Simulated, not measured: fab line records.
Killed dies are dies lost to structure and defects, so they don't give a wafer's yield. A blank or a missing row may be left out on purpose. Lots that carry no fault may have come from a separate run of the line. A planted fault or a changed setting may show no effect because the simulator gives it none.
The tool behind it: which one? -- flow gf180mcu -- 6 lots, 18 wafers sampled, at 3 steps of a route of 602

WHAT THE GAUGES SHOWED, per wafer
GF_MIM_THK_MEAS_06.
lot,measured,on,MIM_CVD_05_THK (nm)
L694,day 25 09:05,filmMetro-04,42.0 41.5 41.7
L699,day 26 13:19,filmMetro-04,41.8 41.1 42.3
L706,day 28 21:41,filmMetro-01,43.0 43.4 44.1
L708,day 29 10:37,filmMetro-01,41.5 42.0 41.9
L710,day 30 00:36,filmMetro-03,41.8 42.1 43.5
L712,day 30 17:04,filmMetro-03,42.2 42.2 43.2

WHAT TOOL EACH LOT RAN ON (gives the tool, then ch and the chambers of the sampled wafers, and finally the start)
lot,GF_V4_SPUTTER_22,GF_MIM_SPUTTER_01
L694,"pvdSputter-03, day 25 08:13","pvdSputter-04, day 25 08:56"
L699,"pvdSputter-02, day 26 12:26","pvdSputter-01, day 26 13:10"
L706,"pvdSputter-03, day 28 20:42","pvdSputter-03, day 28 21:32"
L708,"pvdSputter-03, day 29 09:35","pvdSputter-04, day 29 10:26"
L710,"pvdSputter-04, day 29 23:36","pvdSputter-03, day 30 00:27"
L712,"pvdSputter-02, day 30 16:09","pvdSputter-01, day 30 16:53"
- GF_V4_SPUTTER_22: material TiN, target thk 10 nm, time 40 s.
- GF_MIM_SPUTTER_01: material TiN, target thk 30 nm, time 25 s.

THE ANSWER, worked out from the rows above alone
Rule: usual is defined by the lots themselves. Put in order of their means at a reading, lots are off if they are a third of the lots or fewer, leave a main group of 4 or more, and stand apart from it by a gap of 3 or more times the standard deviation of the main group's means; of several such gaps the widest counts. If all means in a main group match to the digits the tables above print for the reading, that group is not used. A lot without any number at a reading at which 4 lots or more have one is off too. Where the step has rows for the other lots, those lots are counted as sound.
None of the lots is off at any reading shown; this tells nothing.

WHAT WAS PUT IN BY THE SIMULATOR
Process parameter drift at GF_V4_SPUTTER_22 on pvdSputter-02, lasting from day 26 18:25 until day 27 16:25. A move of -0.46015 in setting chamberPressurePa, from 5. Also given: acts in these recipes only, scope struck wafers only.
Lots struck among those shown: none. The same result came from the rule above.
